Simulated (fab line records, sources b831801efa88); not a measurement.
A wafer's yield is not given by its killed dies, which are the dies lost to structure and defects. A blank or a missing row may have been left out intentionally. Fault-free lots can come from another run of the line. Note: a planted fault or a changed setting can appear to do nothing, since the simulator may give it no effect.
2 desks, one fault | flow sky130 | only its own numbers are on each desk; what lay behind them is given at the end

== THE TOOL OWNER'S DESK: litho_track-02 ==
The tool's own readings at SKY_FIELD_ISO_COAT_08 (resist thk 450 nm): means of the sampled wafers that have a number, for each lot that ran on this tool. The brackets show how far a lot's mean lies from the usual mean; more than 4 standard deviations puts the lot out of limits, marked OUT.
Columns: A = resist_line_temp_C at SKY_FIELD_ISO_COAT_08, usual 23.01 C; B = spin_speed_rpm at SKY_FIELD_ISO_COAT_08, usual 2999.7 rpm
lot  | first seen here | A     | B
L922 | day 2 02:00     | 23.28 | 2998.8
L927 | day 3 03:00     | 23.01 | 3001.8
L930 | day 3 19:00     | 22.95 | 3001.6
L935 | day 4 19:00     | 22.88 | 2658.8 (-99 or more) OUT
L937 | day 5 06:00     | 22.85 | 2659.1 (-99 or more) OUT
Finding of this desk: L935, L937 out of limits; the first was L935 at day 4 19:00, on spin_speed_rpm at SKY_FIELD_ISO_COAT_08. Within limits: L922, L927, L930.

== METROLOGY DESK ==
Lot by lot, what the gauges showed, no matter which tool ran the lot: averages of those sampled wafers that carry a number. The brackets show how far a lot's mean lies from the usual mean; more than 4 standard deviations puts the lot out of limits, marked OUT.
Columns: A = PWDE_OVL at SKY_PWDE_OVL_MEAS_07, usual 1.3 nm
lot  | first seen here | A
L922 | day 4 00:43     | -0.6
L924 | day 4 15:16     | 2.0
L927 | day 5 03:59     | 1.5
L930 | day 5 20:11     | 1.8
L929 | day 5 21:31     | 3.3
L934 | day 6 22:35     | -0.7
L935 | day 7 01:19     | -2.2
L936 | day 7 09:53     | 2.3
L937 | day 7 13:46     | 2.1
L940 | day 8 06:11     | 2.1
L942 | day 8 19:50     | 4.3
L943 | day 8 22:37     | -0.6
This desk found nothing out of limits on any of the 12 lots.

== BROUGHT TOGETHER ==
The tool owner's desk could have raised an alarm at day 4 19:00, on L935, L937.
Nothing out of limits was seen by the metrology desk.
The metrology desk has L935, L937 on record, within its limits.
On litho_track-02, each named lot ran SKY_FIELD_ISO_COAT_08.

== WHAT THE SIMULATOR HAD INSERTED ==
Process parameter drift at SKY_FIELD_ISO_COAT_08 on litho_track-02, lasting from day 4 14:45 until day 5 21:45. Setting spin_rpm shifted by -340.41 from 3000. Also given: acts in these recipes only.
Struck lots among those shown: L935, L937.
Time in hours from fault onset to the first out-of-limits reading at each desk: the tool owner's desk, 4.
